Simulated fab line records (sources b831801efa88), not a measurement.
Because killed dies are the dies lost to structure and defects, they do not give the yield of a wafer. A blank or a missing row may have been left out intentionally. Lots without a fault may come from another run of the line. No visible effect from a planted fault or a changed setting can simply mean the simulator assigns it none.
Problem report in the 8D (eight disciplines) form, filled by code | flow gf180mcu | the parts of the form that need people (team, actions taken, sign-off) are left out

== 1. PROBLEM STATEMENT ==
V3_W_RS at GF_V3_RS_MEAS_24 reads a mean of 0.249 ohm/sq on 6 wafers of 2 lots; wafers without a fault read 0.326 ohm/sq with a standard deviation of 0.0049. That puts it -16 standard deviations away from the usual mean.
The step: measures by four-point-probe.
First observed at day 25 21:47: wafer L578.1, on filmMetro-02. At this step, 30 wafers from 10 lots have a number in the record. Rule for "out" (also "out of limits"): further than 4 standard deviations from the usual mean. All remaining wafers that have a number are taken as sound.

== 2. WHAT THIS IS AND IS NOT ==
question                    | is                     | is not
which readings at this step | V3_W_RS                | -
which lots                  | L578, L579             | L569, L581, L583, L586, L587, L588, L590, L591
which wafers of those lots  | all that have a number | -
read on which gauges        | filmMetro-02           | filmMetro-01, filmMetro-04
when                        | from day 25 21:47      | up to then (3 sound wafers); but 21 sound wafers of L581, L583, L586, L587, L588, L590, L591 came after

== 3. THE SUSPECTS, EACH WITH WHAT RULES IT OUT ==
Counting: a tool stays on the suspect list if, at a process step up to the reading, it processed all lots that are out and no sound lot following the first of them.
- ruled out: the gauge at GF_V3_RS_MEAS_24. All the wafers that are out were read on filmMetro-02, but those of them that GF_V3_CVD_23 has rows for are out there too, on other tools.
- cvdW-01 at GF_V3_CVD_23 (deposits W, target thk 350 nm, time 104.9 s): ruled out as a lasting fault. The sound lots L590 went through it after L578, its earliest lot that is out (day 25 21:41).
Left after counting: nothing in the record.

== 4. THE CAUSE (what the simulator had put in) ==
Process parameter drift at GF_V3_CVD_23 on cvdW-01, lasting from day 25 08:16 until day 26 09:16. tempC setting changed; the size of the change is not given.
The count ruled it out by mistake, since the rule takes a fault to strike every lot its tool runs from the start of the fault on, and this one did not do so.

== 5. THE EFFECT CHAIN, in route order ==
Each row: a reading where the mean over the struck wafers with a number is more than 3 standard deviations away from the usual. Scope: only readings with a usual standard deviation given in the record; hours: median across lots of the time from each lot's start at the first step in this table that gives one to its start at this step; sigmas: change in usual standard deviations.
hours | step              | reading         | usual        | on struck wafers | change | sigmas
0     | GF_V3_CVD_23      | susceptorTempC  | 400.00 C     | 414.65           | +14.65 | +64
0     | GF_V3_RS_MEAS_24  | V3_W_RS         | 0.326 ohm/sq | 0.249            | -0.077 | -16
3     | GF_V3_THK_MEAS_25 | V3_W_THK        | 358 nm       | 474              | +116   | +14
5     | GF_V3_CMP_26      | timeToEndpointS | 86 s         | 112              | +26    | +7.4
Process steps it contains:
- GF_V3_CVD_23: deposits W, target thk 350 nm, time 104.9 s.
- GF_V3_CMP_26: polishes, stops on SiO2, t overpolish 15 s, target thk 0 nm.

== 6. HOW IT WOULD HAVE BEEN CAUGHT EARLIER ==
In this record the first reading out of limits at a measuring or inspecting step was taken at day 25 21:47, 14 hours after the fault began at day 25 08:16.
The tool's own readings at GF_V3_CVD_23 were out on every struck wafer that the step has a row for (susceptorTempC): an alarm limit on them would have fired on the first of those.
